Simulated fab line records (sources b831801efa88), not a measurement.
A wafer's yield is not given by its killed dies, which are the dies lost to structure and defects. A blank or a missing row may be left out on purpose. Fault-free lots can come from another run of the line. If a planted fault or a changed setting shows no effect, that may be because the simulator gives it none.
Split-lot trial | flow sfq_line | route with 325 steps; 5 lots, 23 wafers read

## ABOUT THE SPLIT
At SFQ_TRILAYER_M6_ETCH_METAL_ETCH_162 (etches Nb in Cl2/Ar, stops on SiO2, target depth 240 nm, time 120 s), the setting time_s was moved away from the recipe's 120 s on 9 of the 23 wafers read, by -13.7% to +11.7%. For the rest of the wafers, this setting stayed at what the recipe calls for.

Reading taken at the split's own step.

## THE READING
oes_product_au, in a.u., at SFQ_TRILAYER_M6_ETCH_METAL_ETCH_162 (etches Nb in Cl2/Ar, stops on SiO2, target depth 240 nm, time 120 s). On this fab line, fault-free wafers typically give 0.893 a.u. with a standard deviation of 0.0075 a.u.

wafer  | tool, chamber at the split | time_s as run, s | against the recipe | oes_product_au, a.u. | against lot-mates on the recipe
L075.3 | rie_metal-02, 0            | 120              | recipe             | 0.891                | -
L075.4 | rie_metal-02, 1            | 120              | recipe             | 0.896                | -
L075.5 | rie_metal-02, 1            | 120              | recipe             | 0.901                | -
L079.1 | rie_metal-02, 0            | 120              | recipe             | 0.896                | -
L079.2 | rie_metal-02, 1            | 120              | recipe             | 0.894                | -
L079.4 | rie_metal-02, 0            | 120              | recipe             | 0.898                | -
L079.5 | rie_metal-02, 0            | 126.8            | +5.7%              | 0.889                | -0.007
L079.6 | rie_metal-02, 1            | 126.8            | +5.7%              | 0.879                | -0.017
L080.1 | rie_metal-02, 0            | 120              | recipe             | 0.891                | -
L080.2 | rie_metal-02, 0            | 103.8            | -13.5%             | 0.975                | +0.081
L080.3 | rie_metal-02, 0            | 103.8            | -13.5%             | 0.956                | +0.062
L080.4 | rie_metal-02, 0            | 120              | recipe             | 0.903                | -
L080.5 | rie_metal-02, 0            | 120              | recipe             | 0.889                | -
L081.1 | rie_metal-02, 0            | 120              | recipe             | 0.900                | -
L081.2 | rie_metal-02, 1            | 103.6            | -13.7%             | 0.971                | +0.075
L081.3 | rie_metal-02, 1            | 103.6            | -13.7%             | 0.977                | +0.081
L081.5 | rie_metal-02, 0            | 120              | recipe             | 0.891                | -
L081.6 | rie_metal-02, 1            | 120              | recipe             | 0.897                | -
L083.2 | rie_metal-03, 1            | 134.1            | +11.7%             | 0.869                | -0.011
L083.3 | rie_metal-03, 1            | 134.1            | +11.7%             | 0.873                | -0.007
L083.4 | rie_metal-03, 0            | 134.1            | +11.7%             | 0.876                | -0.004
L083.5 | rie_metal-03, 0            | 120              | recipe             | 0.877                | -
L083.6 | rie_metal-03, 1            | 120              | recipe             | 0.883                | -

THE FIT
A straight line over all 23 wafers: oes_product_au changes by -0.00405 a.u. for each +1% of time_s; r = -0.92; the points scatter about the line by 0.013 a.u.
The same after taking each lot's own level away (the mean of its wafers on the recipe; 23 wafers): -0.00359 a.u. for each +1%; r = -0.87; scatter 0.015 a.u.
Per that fit: largest time_s move, reading shift of 0.049 a.u.
Across the lots, their own levels run from 0.8800 to 0.8960 a.u., a range of 2.1 times the standard deviation given above.
Thus the slope moves with the lot-to-lot level: the two fits are different.
Check: with one of the wafers moved furthest among these (-13.7%) left out of the fit, the line predicts +0.0551 a.u. for it against its lot-mates. Against them it came out at +0.075 a.u.
Tool readings at the split's step, against how far the setting was moved: oes_product_au r = -0.92.

## OTHER SPLITS ON THESE WAFERS
Note: prior to the reading, these wafers also went through further splits. Each is held against what the fit with the lots' levels taken away leaves over:
other split on the same wafers                  | wafers away from the commonest value | r with oes_product_au (lot level and that fit taken away)
SFQ_TRILAYER_JJ_CE_LITHO_PEB_117 peb_temp_c     | 6                                    | +0.17
SFQ_TRILAYER_M5_LITHO_COAT_123 spin_rpm         | 7                                    | +0.17
SFQ_TRILAYER_M5_BARC_OPEN_METAL_ETCH_161 bias_w | 10                                   | +0.05
SFQ_TRILAYER_R5_DEP_SPUTTER_133 power_w         | 7                                    | +0.14
SFQ_TRILAYER_R5_LITHO_COAT_136 spin_rpm         | 10                                   | -0.35
SFQ_TRILAYER_I5_LITHO_PEB_147 peb_temp_c        | 10                                   | +0.31
SFQ_TRILAYER_C5_LITHO_PEB_154 peb_time_s        | 7                                    | +0.11
SFQ_TRILAYER_M6_LITHO_COAT_159 resist_thk_nm    | 6                                    | -0.16

## THE WHOLE CHAIN: every reading that the file lists as answering this split, in the file's order
step                                | what it does                                                        | reading                                                                                   | change (the file's fit)                                                                               | r (the file's)
SFQ_TRILAYER_M6_ETCH_METAL_ETCH_162 | etches Nb in Cl2/Ar, stops on SiO2, target depth 240 nm, time 120 s | oes_product_au                                                                            | -0.00405 a.u. for each +1% of the setting                                                             | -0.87
SFQ_TRILAYER_M6_ETCH_METAL_ETCH_162 | etches Nb in Cl2/Ar, stops on SiO2, target depth 240 nm, time 120 s | KrF_of_TRILAYER_M6_LITHO_COAT_159.thk_nm (the simulator's own value, which no gauge read) | -1.42 nm for each +1% of the setting, in a fit together with resist_thk_nm@TRILAYER_M6_LITHO_COAT_159 | 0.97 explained

## FILE'S OWN FIT
oes_product_au changes by -0.00405 a.u. for each +1% of time_s, r = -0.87.
